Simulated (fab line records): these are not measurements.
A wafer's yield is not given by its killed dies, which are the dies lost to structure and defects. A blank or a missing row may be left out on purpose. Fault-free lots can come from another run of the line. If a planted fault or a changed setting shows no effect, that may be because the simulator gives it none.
2 desks looking at one fault || flow gf180mcu || numbers are kept per desk, each desk with only its own; the story behind them comes last

AT THE TOOL OWNER'S DESK: pecvd-01
The tool's own readings at GF_CONTACT_CVD_02 (deposits SiO2 from TEOS, target thk 860 nm, time 95.992 s): means of the sampled wafers that have a number, for each lot that ran on this tool. A lot is out of limits, marked OUT, if its mean lies more than 4 standard deviations from the usual mean; the brackets give that distance.
Columns: A = heater_power_w at GF_CONTACT_CVD_02, usual 651 W
{"lot": "L113", "first seen here": "day 14 21:22", "A": 608}
{"lot": "L116", "first seen here": "day 15 17:50", "A": 600}
{"lot": "L117", "first seen here": "day 16 05:32", "A": 586}
{"lot": "L122", "first seen here": "day 18 08:48", "A": 635}
{"lot": "L124", "first seen here": "day 18 16:11", "A": 606}
{"lot": "L128", "first seen here": "day 20 19:13", "A": 551}
{"lot": "L130", "first seen here": "day 21 04:36", "A": 531}
{"lot": "L131", "first seen here": "day 21 16:58", "A": 527}
This desk found nothing out of limits on any of the 8 lots.

AT THE METROLOGY DESK
Lot by lot, what the gauges showed, no matter which tool ran the lot: averages of those sampled wafers that carry a number. A lot is out of limits, marked OUT, if its mean lies more than 4 standard deviations from the usual mean; the brackets give that distance.
Columns: A = NSD_RS at GF_PSD_RS_MEAS_14, usual 46.14 ohm/sq; B = cd_nm at GF_SAB_CD_MEAS_09, usual 419.5 nm; C = CONTACT_CVD_02_THK at GF_CONTACT_THK_MEAS_03, usual 859 nm
{"lot": "L113", "first seen here": "day 14 00:28", "A": 46.15, "B": 419.5, "C": 844}
{"lot": "L114", "first seen here": "day 14 11:55", "A": 46.14, "B": 421.3, "C": 850}
{"lot": "L116", "first seen here": "day 14 18:42", "A": 46.14, "B": 419.6, "C": 861}
{"lot": "L117", "first seen here": "day 15 06:11", "A": 46.22, "B": 417.2, "C": 854}
{"lot": "L118", "first seen here": "day 15 11:34", "A": 46.10, "B": 419.1, "C": 853}
{"lot": "L121", "first seen here": "day 16 18:20", "A": 46.17, "B": 417.2, "C": 861}
{"lot": "L122", "first seen here": "day 17 08:04", "A": 46.17, "B": 419.1, "C": 867}
{"lot": "L123", "first seen here": "day 17 08:33", "A": 46.14, "B": 420.9, "C": 863}
{"lot": "L124", "first seen here": "day 17 15:29", "A": 46.15, "B": 420.5, "C": 866}
{"lot": "L128", "first seen here": "day 19 17:23", "A": 46.21, "B": 418.6, "C": 846}
{"lot": "L130", "first seen here": "day 20 03:17", "A": 46.05, "B": 418.8, "C": "940 (+6.8) OUT"}
{"lot": "L132", "first seen here": "day 20 15:20", "A": 46.09, "B": 421.4, "C": 883}
{"lot": "L131", "first seen here": "day 20 15:34", "A": 46.14, "B": 419.6, "C": "935 (+6.3) OUT"}
This desk's finding: out of limits on L130, L131; first on L130, day 21 04:40 (CONTACT_CVD_02_THK at GF_CONTACT_THK_MEAS_03). L113, L114, L116, L117, L118, L121, L122, L123, L124, L128, L132 stayed within limits.

TAKEN TOGETHER
L130, L131 would have let the metrology desk raise an alarm at day 21 04:40.
The tool owner's desk saw nothing out of limits.
Tool owner's desk: L130, L131 on record, inside its limits.
Every lot named ran GF_CONTACT_CVD_02 on pecvd-01.

WHAT WAS PUT IN BY THE SIMULATOR
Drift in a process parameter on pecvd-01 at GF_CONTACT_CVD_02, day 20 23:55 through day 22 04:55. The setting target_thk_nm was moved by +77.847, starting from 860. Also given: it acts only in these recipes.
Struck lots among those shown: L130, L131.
Hours from the fault's start to each desk's first reading out of limits: the metrology desk, 5.
